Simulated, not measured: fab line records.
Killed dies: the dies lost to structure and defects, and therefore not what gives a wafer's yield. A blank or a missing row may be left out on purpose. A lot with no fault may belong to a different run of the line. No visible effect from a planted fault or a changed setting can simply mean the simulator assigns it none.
Lot-split experiment :: flow sfq-line :: 11 wafers read from 5 lots, route of 325 steps

THE SPLIT ITSELF
At SFQ_TRILAYER_L0_VIA_LITHO_COAT_018 (resist thk 62 nm), the setting resist-thk-nm was moved away from the recipe's 62 nm on 5 of the 11 wafers read, by -4.6% to +2.4%. This setting was run at the recipe's value on the other wafers.

FROM THE SPLIT TO THE READING: what the file shows between them, 4 steps
- SFQ_TRILAYER_L0_VIA_LITHO_COAT_013: resist thk 650 nm (also split here: resist-thk-nm)
- SFQ_TRILAYER_L0_VIA_LITHO_SOFTBAKE_017
- SFQ_TRILAYER_L0_VIA_LITHO_EXPOSE_014: exposes mask L0V, target cd 700 nm
- SFQ_TRILAYER_L0_VIA_LITHO_DEVELOP_015: time 60 s

THE READING
etch.depth-nm (the simulator's own value, which no gauge read), in nm, at SFQ_TRILAYER_L0_VIA_BARC_OPEN_VIA_ETCH_021 (etches BARC in O2, target depth 125 nm, time 43.58 s). The file does not state a usual value for it. Across the 6 wafers here that went through the recipe, the average is 61.96 nm and the standard deviation 0.17 nm.

wafer: L074.2
tool, chamber at the split: litho-track-03, 0
resist-thk-nm as run, nm: 62
against the recipe: recipe
etch.depth-nm, nm: 61.97
against lot-mates on the recipe: -

wafer: L074.4
tool, chamber at the split: litho-track-03, 0
resist-thk-nm as run, nm: 62
against the recipe: recipe
etch.depth-nm, nm: 62.06
against lot-mates on the recipe: -

wafer: L074.5
tool, chamber at the split: litho-track-03, 0
resist-thk-nm as run, nm: 62
against the recipe: recipe
etch.depth-nm, nm: 62.19
against lot-mates on the recipe: -

wafer: L076.3
tool, chamber at the split: litho-track-01, 0
resist-thk-nm as run, nm: 59.73
against the recipe: -3.7%
etch.depth-nm, nm: 59.7
against lot-mates on the recipe: no lot-mate on the recipe

wafer: L078.1
tool, chamber at the split: litho-track-01, 0
resist-thk-nm as run, nm: 62
against the recipe: recipe
etch.depth-nm, nm: 62.06
against lot-mates on the recipe: -

wafer: L078.4
tool, chamber at the split: litho-track-01, 0
resist-thk-nm as run, nm: 59.14
against the recipe: -4.6%
etch.depth-nm, nm: 59.21
against lot-mates on the recipe: -2.85

wafer: L080.3
tool, chamber at the split: litho-track-02, 0
resist-thk-nm as run, nm: 62
against the recipe: recipe
etch.depth-nm, nm: 61.75
against lot-mates on the recipe: -

wafer: L080.4
tool, chamber at the split: litho-track-02, 0
resist-thk-nm as run, nm: 62
against the recipe: recipe
etch.depth-nm, nm: 61.74
against lot-mates on the recipe: -

wafer: L080.5
tool, chamber at the split: litho-track-02, 0
resist-thk-nm as run, nm: 63.51
against the recipe: +2.4%
etch.depth-nm, nm: 63.3
against lot-mates on the recipe: +1.55

wafer: L083.1
tool, chamber at the split: litho-track-02, 0
resist-thk-nm as run, nm: 60.91
against the recipe: -1.8%
etch.depth-nm, nm: 60.54
against lot-mates on the recipe: no lot-mate on the recipe

wafer: L083.6
tool, chamber at the split: litho-track-02, 0
resist-thk-nm as run, nm: 60.91
against the recipe: -1.8%
etch.depth-nm, nm: 60.69
against lot-mates on the recipe: no lot-mate on the recipe

THE FIT
A straight line over all 11 wafers: etch.depth-nm changes by +0.606 nm for each +1% of resist-thk-nm; r = +0.99; the points scatter about the line by 0.19 nm.
The same after taking each lot's own level away (the mean of its wafers on the recipe; 8 wafers): +0.623 nm for each +1%; r = +1.00; scatter 0.066 nm.
Per that fit: largest resist-thk-nm move, reading shift of 2.9 nm.
The lots' own levels span 61.745 to 62.073 nm, that is 2.0 times the standard deviation above.
So the lot-to-lot level changes the slope little: the two slopes agree.
Check: -2.95 nm against its lot-mates is what the line predicts for one of the wafers moved furthest among these (-4.6%) when that wafer is left out of the fit. It came out at -2.85 nm against them.

THE OTHER SPLITS THESE WAFERS WENT THROUGH
Note: prior to the reading, these wafers also went through further splits. Each is held against what the fit with the lots' levels taken away leaves over:
other split on the same wafers: SFQ_TRILAYER_INCOMING_OXIDATION_002 ox-time-s
wafers away from the commonest value: 8
r with etch.depth-nm (lot level and that fit taken away): +0.02

other split on the same wafers: SFQ_TRILAYER_L0_LITHO_COAT_005 spin-rpm
wafers away from the commonest value: 1
r with etch.depth-nm (lot level and that fit taken away): +0.11

other split on the same wafers: SFQ_TRILAYER_L0_VIA_LITHO_COAT_013 resist-thk-nm
wafers away from the commonest value: 3
r with etch.depth-nm (lot level and that fit taken away): -0.14

THE WHOLE CHAIN: every reading that the file lists as answering this split, in the file's order
step: SFQ_TRILAYER_L0_VIA_LITHO_COAT_018
what it does: resist thk 62 nm
reading: BARC_of_TRILAYER_L0_VIA_LITHO_COAT_018.thk-nm (the simulator's own value, which no gauge read)
change (the file's fit): +0.65 nm for each +1% of the setting
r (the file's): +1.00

step: SFQ_TRILAYER_L0_VIA_BARC_OPEN_VIA_ETCH_021
what it does: etches BARC in O2, target depth 125 nm, time 43.58 s
reading: etch.depth-nm (the simulator's own value, which no gauge read)
change (the file's fit): +0.623 nm for each +1% of the setting
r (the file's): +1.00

THE FILE'S OWN FIT
etch.depth-nm changes by +0.623 nm for each +1% of resist-thk-nm, r = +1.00.
